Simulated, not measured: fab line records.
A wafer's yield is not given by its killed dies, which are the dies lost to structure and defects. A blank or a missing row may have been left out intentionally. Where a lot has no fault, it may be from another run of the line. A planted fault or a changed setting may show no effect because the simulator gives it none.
Matching of chambers ; flow sky130 ; cmp-02 running SKY_VIA1_CMP_02: 4 sister chambers
The step polishes SiO2. 4 wafers are shown with their chamber, then 8 later ones without.

WAFERS PAIRED WITH THEIR CHAMBERS
wafer;chamber;motorCurrentA (A)
L498.2;2;12.3
L500.1;1;11.3
L500.5;0;11.4
L505.2;3;10.8

WAFERS WITHOUT THEIR CHAMBER
wafer;motorCurrentA (A)
L505.3;11.2
L505.4;12.1
L506.3;11.4
L506.5;12.5
L506.6;11.4
L508.1;11.5
L508.2;11.8
L508.4;13.5

THE CHAMBER EACH PASSED THROUGH
wafer;from the rows above;in truth
L505.3;can't be placed: 1 or 0 or 3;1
L505.4;can't be placed: 2 or 0 or 1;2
L506.3;can't be placed: 0 or 1 or 3 or 2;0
L506.5;can't be placed: 2 or 0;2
L506.6;can't be placed: 0 or 1 or 3 or 2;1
L508.1;can't be placed: 0 or 1 or 3 or 2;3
L508.2;can't be placed: 0 or 1 or 2 or 3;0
L508.4;can't be placed: 2 or 0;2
Placed correctly: 0 of 8. Not placeable from these rows: 8 (in 8, the candidates include the true chamber). 0 placed wrongly.
How it was worked out, from the rows above alone: a wafer's distance from a chamber is the root of the sum, over the readings, of the square of ((its reading less the chamber's mean) divided by the reading's scatter). If the next closest chamber is less than 2 further off than the closest, the wafer can't be placed; otherwise it belongs to the closest. For every chamber, the mean is computed from those of its wafers that are shown. The scatter (one wafer shown for each chamber): square how far every hidden wafer sits from the nearest shown wafer, average those squares and take the square root.
